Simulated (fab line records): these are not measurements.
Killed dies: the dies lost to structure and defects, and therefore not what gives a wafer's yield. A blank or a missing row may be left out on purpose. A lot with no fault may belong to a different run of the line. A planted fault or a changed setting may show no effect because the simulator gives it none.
Which tool did it? -- flow sky130 -- Sampling: 12 lots, 36 wafers, 5 of 708 route steps

WHAT THE GAUGES SHOWED, per wafer
SKY_POLY_GATE_CD_MEAS_13 targets a cd of 150 nm.
lot,measured,on,cdNm (nm)
L323,day 16 10:34,cdSem-01,147.4 149.6 148.8
L325,day 17 06:53,cdSem-01,150.4 148.6 149.7
L326,day 17 16:28,cdSem-01,151.8 152.5 151.7
L327,day 17 19:38,cdSem-01,149.1 149.2 149.4
L329,day 18 13:14,cdSem-01,151.7 152.0 151.7
L331,day 19 10:56,cdSem-01,150.5 150.2 150.4
L330,day 19 11:11,cdSem-01,148.7 148.1 149.5
L338,day 22 03:01,cdSem-02,150.3 150.4 149.8
L340,day 22 22:00,cdSem-01,148.7 149.5 149.2
L342,day 23 16:25,cdSem-01,151.3 150.9 150.4
L344,day 24 04:52,cdSem-02,151.2 150.7 150.1
L345,day 24 11:38,cdSem-02,152.0 153.6 151.2

SKY_LDD_HVP_TW_MEAS_10.
lot,measured,on,LDD_HVP_TW
L323,day 21 18:01,filmMetro-01,464 463 462
L325,day 22 13:55,filmMetro-01,460 460 463
L326,day 22 22:51,filmMetro-03,456 456 456
L327,day 23 02:53,filmMetro-03,455 456 456
L329,day 23 21:46,filmMetro-01,463 465 463
L331,day 24 15:46,filmMetro-01,465 466 467
L330,day 24 17:45,filmMetro-01,464 466 465
L338,day 27 04:06,filmMetro-01,766 764 765
L340,day 27 22:58,filmMetro-01,764 767 761
L342,day 28 18:25,filmMetro-02,449 452 448
L344,day 29 06:56,filmMetro-01,462 465 463
L345,day 29 09:43,filmMetro-03,452 454 449

SKY_SPACER_THK_MEAS_01.
lot,measured,on,SPACER_CVD_00_THK (nm)
L323,day 23 02:07,filmMetro-04,43.3 43.5 42.8
L325,day 23 22:49,filmMetro-03,43.4 43.7 43.1
L326,day 24 06:20,filmMetro-02,43.3 42.7 43.5
L327,day 24 10:26,filmMetro-03,43.3 43.5 43.6
L329,day 25 06:32,filmMetro-04,43.0 42.7 43.2
L331,day 25 23:55,filmMetro-02,42.8 42.7 42.8
L330,day 26 01:14,filmMetro-02,43.7 43.2 43.6
L338,day 28 11:05,filmMetro-02,43.1 43.2 43.3
L340,day 29 05:56,filmMetro-03,43.6 43.3 43.5
L342,day 30 03:14,filmMetro-03,43.5 43.2 43.4
L344,day 30 13:13,filmMetro-04,42.7 43.0 43.2
L345,day 30 15:54,filmMetro-02,44.1 43.8 43.7

WHAT TOOL EACH LOT RAN ON (gives the tool, then ch and the chambers of the sampled wafers, and finally the start)
lot,SKY_LDD_HVP_IMPLANT_08,SKY_LDD_HVP_STRIP_09
L323,"implanter-02 ch 0, day 21 17:46","plasmaAsher-04 ch 0,1, day 21 17:54"
L325,"implanter-04 ch 0, day 22 13:41","plasmaAsher-02 ch 0,1, day 22 13:48"
L326,"implanter-02 ch 0, day 22 22:36","plasmaAsher-02 ch 0,1, day 22 22:45"
L327,"implanter-02 ch 0, day 23 02:39","plasmaAsher-02 ch 0,1, day 23 02:46"
L329,"implanter-02 ch 0, day 23 21:32","plasmaAsher-04 ch 0,1, day 23 21:39"
L331,"implanter-04 ch 0, day 24 15:32","plasmaAsher-03 ch 0,1, day 24 15:39"
L330,"implanter-04 ch 0, day 24 17:30","plasmaAsher-04 ch 0,1, day 24 17:39"
L338,"implanter-04 ch 0, day 27 03:51","plasmaAsher-02 ch 0,1, day 27 04:00"
L340,"implanter-04 ch 0, day 27 22:45","plasmaAsher-04 ch 0,1, day 27 22:53"
L342,"implanter-02 ch 0, day 28 18:12","plasmaAsher-03 ch 0,1, day 28 18:20"
L344,"implanter-03 ch 0, day 29 06:44","plasmaAsher-03 ch 0,1, day 29 06:50"
L345,"implanter-02 ch 0, day 29 09:28","plasmaAsher-02 ch 0,1, day 29 09:36"
- SKY_LDD_HVP_IMPLANT_08
- SKY_LDD_HVP_STRIP_09: strips in O2/N2.

WHAT THE TOOLS THEMSELVES READ (means of the sampled wafers that have a number; where no wafer has one, the mark that the record gives instead)
SKY_LDD_HVP_IMPLANT_08.
lot,tool,doseIonsCm2,faradayCurrentUA
L323,implanter-02,1.7005e+13,94.5
L325,implanter-04,1.7007e+13,96.9
L326,implanter-02,1.7010e+13,95.6
L327,implanter-02,1.6982e+13,95.6
L329,implanter-02,1.6999e+13,92.5
L331,implanter-04,1.7009e+13,96.8
L330,implanter-04,1.6999e+13,96.9
L338,implanter-04,8.5480e+13,482.3
L340,implanter-04,8.5507e+13,480.0
L342,implanter-02,1.7015e+13,94.3
L344,implanter-03,1.6998e+13,97.3
L345,implanter-02,1.6996e+13,96.5

SKY_LDD_HVP_STRIP_09.
lot,tool,drypumpMotorCurrentA (A),oesProductAu (a.u.),stripTimeToEndpointS (s)
L323,plasmaAsher-04,5.49,0.408,4.115
L325,plasmaAsher-02,5.87,0.407,4.128
L326,plasmaAsher-02,5.75,0.410,4.119
L327,plasmaAsher-02,5.77,0.404,4.119
L329,plasmaAsher-04,5.74,0.409,4.138
L331,plasmaAsher-03,5.64,0.411,4.135
L330,plasmaAsher-04,5.50,0.406,4.133
L338,plasmaAsher-02,5.87,0.408,4.134
L340,plasmaAsher-04,5.51,0.410,4.128
L342,plasmaAsher-03,5.63,0.408,4.133
L344,plasmaAsher-03,5.78,0.409,4.147
L345,plasmaAsher-02,5.87,0.410,4.151

THE ANSWER, worked out from the rows above alone
Rule: the usual values come from the lots themselves. Put in order of their means at a reading, lots are off if they are a third of the lots or fewer, leave a main group of 4 or more, and stand apart from it by a gap of 3 or more times the standard deviation of the main group's means; of several such gaps the widest counts. A main group is skipped when, at the precision printed for the reading in the tables above, its means are all equal. Also off: a lot with no number at a reading for which 4 or more lots have one. Where the step has rows for the other lots, those lots are counted as sound. After the gauges, taken in route order, come the tools' own readings; for these a lot's mean is taken, as printed above. At the first step where some lot is off, the reading lying furthest off is the one used; lots without a number count as furthest.
Off: L338, L340, at SKY_LDD_HVP_TW_MEAS_10 (LDD_HVP_TW). Mean 460 and standard deviation 5.5 in the main group.
A tool fits if, at a process step before that reading, it ran every lot that is off, and no sound lot after the first of them. The gauges at SKY_LDD_HVP_TW_MEAS_10 aren't tried: what is off there is off at SKY_LDD_HVP_IMPLANT_08 too, on other tools, and a gauge's error can't cause that. One candidate fits, namely implanter-04 at SKY_LDD_HVP_IMPLANT_08. Its last sound lot is L330 (day 24 17:30), its first lot that is off L338 (day 27 03:51): a fault that began between those two fits.
The tool's own readings at SKY_LDD_HVP_IMPLANT_08 bear it out: on the lots that are off they differ by more than 5 times the standard deviation of the sound lots' means. doseIonsCm2 reads 8.5494e+13 there against 1.7002e+13 on the sound lots; faradayCurrentUA reads 481.1 there against 95.7 on the sound lots.

WHAT THE SIMULATOR HAD PUT IN
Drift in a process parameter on implanter-04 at SKY_LDD_HVP_IMPLANT_08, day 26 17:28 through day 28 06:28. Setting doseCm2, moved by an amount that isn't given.
Struck lots among those shown: L338, L340. The rule above found the same.
